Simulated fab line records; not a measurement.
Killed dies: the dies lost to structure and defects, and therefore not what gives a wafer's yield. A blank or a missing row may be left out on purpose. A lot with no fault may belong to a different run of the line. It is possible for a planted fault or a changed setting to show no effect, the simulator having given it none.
Which tool did it? -- flow gf180mcu -- 36 wafers from 12 lots sampled at 6 of the route's 602 steps

## WHAT THE GAUGES SHOWED, per wafer
GF_VT_IMPLANT_OVL_MEAS_18. Usual: VT_IMPLANT_01_OVL gives -0.3 nm (standard deviation 1.3).
lot,measured,on,VT_IMPLANT_01_OVL (nm),flag
L992,day 6 08:26,overlay-01,0.9 -2.0 2.0,
L993,day 6 12:24,overlay-01,-2.8 -1.2 -0.5,
L994,day 6 17:00,overlay-02,-0.2 -0.7 -1.2,
L996,day 7 06:02,overlay-01,1.3 0.1 1.1,
L100,day 8 08:32,overlay-01,- - -,OFF
L107,day 10 08:18,overlay-01,-0.4 -2.1 0.5,
L108,day 10 10:17,overlay-02,0.7 -0.3 -0.5,
L111,day 11 04:41,overlay-02,0.3 1.7 2.1,
L112,day 11 12:44,overlay-01,-1.5 -0.5 -0.2,
L113,day 11 16:08,overlay-02,0.3 2.3 1.8,
L114,day 12 02:11,overlay-01,-1.6 -1.8 0.2,
L115,day 12 06:20,overlay-02,-1.0 0.2 -0.3,

GF_VT_IMPLANT_TW_MEAS_21. Usual: VT_IMPLANT_2_TW gives 1216 (standard deviation 12).
lot,measured,on,VT_IMPLANT_2_TW,flag
L992,day 6 08:43,film_metro-03,1223 1228 1230,
L993,day 6 12:41,film_metro-01,1224 1222 1229,
L994,day 6 17:17,film_metro-01,1233 1232 1223,
L996,day 7 06:20,film_metro-01,1216 1212 1212,
L100,day 8 08:50,film_metro-03,30 30 30,OFF
L107,day 10 08:35,film_metro-03,1220 1207 1217,
L108,day 10 10:34,film_metro-01,1234 1233 1241,
L111,day 11 04:58,film_metro-03,1224 1220 1221,
L112,day 11 13:01,film_metro-02,1195 1196 1197,
L113,day 11 16:25,film_metro-02,1196 1196 1200,
L114,day 12 02:29,film_metro-03,1221 1220 1227,
L115,day 12 06:37,film_metro-03,1225 1216 1216,

GF_V2_THK_MEAS_25: measures by xrf. Usual: V2_W_THK gives 333 nm (standard deviation 5.4).
lot,measured,on,V2_W_THK (nm),flag
L992,day 20 15:59,film_metro-01,344 341 339,
L993,day 21 00:36,film_metro-01,341 339 329,
L994,day 20 23:28,film_metro-04,336 330 330,
L996,day 22 07:58,film_metro-01,334 334 336,
L107,day 25 16:51,film_metro-04,323 337 327,
L108,day 26 00:47,film_metro-04,345 333 333,
L111,day 26 18:04,film_metro-01,327 338 326,
L112,day 27 06:17,film_metro-02,324 328 330,
L113,day 27 06:35,film_metro-04,335 328 333,
L114,day 27 16:59,film_metro-01,328 336 334,
L115,day 28 00:07,film_metro-02,328 327 324,

## TOOL THAT RAN EACH LOT (tool first, then ch and the chambers of the sampled wafers, then the start)
lot,GF_VT_IMPLANT_EXPOSE_15,GF_V1_ETCH_17,GF_M2_STRIP_17
L992,"iline_stepper-01 ch 0, day 6 01:04","rie_diel-04 ch 0,3, day 19 13:22 or earlier","plasma_asher-03 ch 0, day 19 13:22"
L993,"iline_stepper-01 ch 0, day 6 04:51","rie_diel-01 ch 0,1,2, day 19 21:46 or earlier","plasma_asher-01 ch 0,1, day 19 21:46"
L994,"iline_stepper-02 ch 0, day 6 09:47","rie_diel-04 ch 0,2, day 19 20:05 or earlier","plasma_asher-04 ch 0,1, day 19 20:05"
L996,"iline_stepper-02 ch 0, day 6 22:46","rie_diel-04 ch 0,2, day 21 06:00 or earlier","plasma_asher-01 ch 0,1, day 21 06:00"
L100,"iline_stepper-01 ch 0, day 8 00:43",-,-
L107,"iline_stepper-01 ch 0, day 10 00:02","rie_diel-04 ch 0,2, day 24 18:20 or earlier","plasma_asher-04 ch 0,1, day 24 18:20"
L108,"iline_stepper-01 ch 0, day 10 01:44","rie_diel-03 ch 1,2,3, day 25 00:47 or earlier","plasma_asher-04 ch 0,1, day 25 00:47"
L111,"iline_stepper-01 ch 0, day 10 20:04","rie_diel-01 ch 0,1, day 25 18:41 or earlier","plasma_asher-01 ch 0,1, day 25 18:41"
L112,"iline_stepper-01 ch 0, day 11 03:26","rie_diel-04 ch 2,3, day 26 07:20 or earlier","plasma_asher-03 ch 1, day 26 07:20"
L113,"iline_stepper-02 ch 0, day 11 07:26","rie_diel-01 ch 1,2, day 26 07:28 or earlier","plasma_asher-04 ch 0,1, day 26 07:28"
L114,"iline_stepper-01 ch 0, day 11 17:37","rie_diel-01 ch 1,2, day 26 17:32 or earlier","plasma_asher-04 ch 0,1, day 26 17:32"
L115,"iline_stepper-01 ch 0, day 11 21:02","rie_diel-04 ch 0,1,2, day 27 01:29 or earlier","plasma_asher-04 ch 0,1, day 27 01:29"
- GF_VT_IMPLANT_EXPOSE_15: exposes mask Nwell LV AREA, target cd 860 nm.
- GF_V1_ETCH_17: etches SiO2 in C4F8/O2/Ar, stops on TiN, target depth 630 nm.
- GF_M2_STRIP_17: strips in O2/N2.

## WHAT THE TOOLS THEMSELVES READ (means of the sampled wafers that have a number; where no wafer has one, the mark that the record gives instead)
GF_VT_IMPLANT_EXPOSE_15. Usual: exposure_dose_mJ_cm2 reads 140.02 (standard deviation 0.15).
lot,tool,exposure_dose_mJ_cm2,flag
L992,iline_stepper-01,140.13,
L993,iline_stepper-01,140.16,
L994,iline_stepper-02,139.92,
L996,iline_stepper-02,140.12,
L100,iline_stepper-01,140.09,
L107,iline_stepper-01,139.96,
L108,iline_stepper-01,140.10,
L111,iline_stepper-01,140.15,
L112,iline_stepper-01,140.08,
L113,iline_stepper-02,140.03,
L114,iline_stepper-01,140.01,
L115,iline_stepper-01,139.93,

GF_V1_ETCH_17. Usual: oes_product_au reads 0.856 a.u. (standard deviation 0.0044).
lot,tool,oes_product_au (a.u.),flag
L992,rie_diel-04,0.855,
L993,rie_diel-01,0.852,
L994,rie_diel-04,0.858,
L996,rie_diel-04,0.854,
L107,rie_diel-04,0.855,
L108,rie_diel-03,0.856,
L111,rie_diel-01,0.856,
L112,rie_diel-04,0.856,
L113,rie_diel-01,0.854,
L114,rie_diel-01,0.854,
L115,rie_diel-04,0.854,

GF_M2_STRIP_17. Usual: drypump_motor_current_A 5.9 A, standard deviation 0.61; heater_power_w 353 W, standard deviation 35; oes_product_au 0.558 a.u., standard deviation 0.0049; platen_temp_c 250.00 C, standard deviation 0.18; strip_time_to_endpoint_s 7.88 s, standard deviation 0.046.
lot,tool,drypump_motor_current_A (A),heater_power_w (W),oes_product_au (a.u.),platen_temp_c (C),strip_time_to_endpoint_s (s),flag
L992,plasma_asher-03,6.0,348,0.563,249.76,7.93,
L993,plasma_asher-01,6.1,394,0.560,249.82,7.91,
L994,plasma_asher-04,5.7,324,0.555,249.86,7.80,
L996,plasma_asher-01,6.1,386,0.559,249.99,7.89,
L107,plasma_asher-04,5.3,325,0.564,250.09,7.92,
L108,plasma_asher-04,5.7,327,0.552,250.06,7.85,
L111,plasma_asher-01,6.4,382,0.562,250.08,7.88,
L112,plasma_asher-03,5.5,324,0.559,250.25,7.85,
L113,plasma_asher-04,5.7,326,0.553,249.96,7.83,
L114,plasma_asher-04,5.7,328,0.557,249.77,7.87,
L115,plasma_asher-04,5.7,325,0.560,249.87,7.92,

## THE ANSWER, worked out from the rows above alone
Rule: take the mean of a lot's wafers that have a number; if it is more than 3 standard deviations from the usual mean, the lot is off. Also off: a lot with no number at a reading for which 4 or more lots have one. Any other lot the step has rows for is counted as sound. First the gauges in route order, then the tools' own readings, where a lot's mean is used as printed above. The first step at which some lot is off is used, and at that step the reading that is off furthest; a lot without a number counts as furthest.
Off: L100, seen at GF_VT_IMPLANT_OVL_MEAS_18 (VT_IMPLANT_01_OVL). Without a number there: L100.
A tool fits if, at a process step before that reading, it ran every lot that is off, and no sound lot after the first of them. The gauges at GF_VT_IMPLANT_OVL_MEAS_18 aren't tried: what is off there is off at GF_VT_IMPLANT_TW_MEAS_21 too, on other tools, and a gauge's error can't cause that. No candidate that was tried fits.

## WHAT THE SIMULATOR PUT IN
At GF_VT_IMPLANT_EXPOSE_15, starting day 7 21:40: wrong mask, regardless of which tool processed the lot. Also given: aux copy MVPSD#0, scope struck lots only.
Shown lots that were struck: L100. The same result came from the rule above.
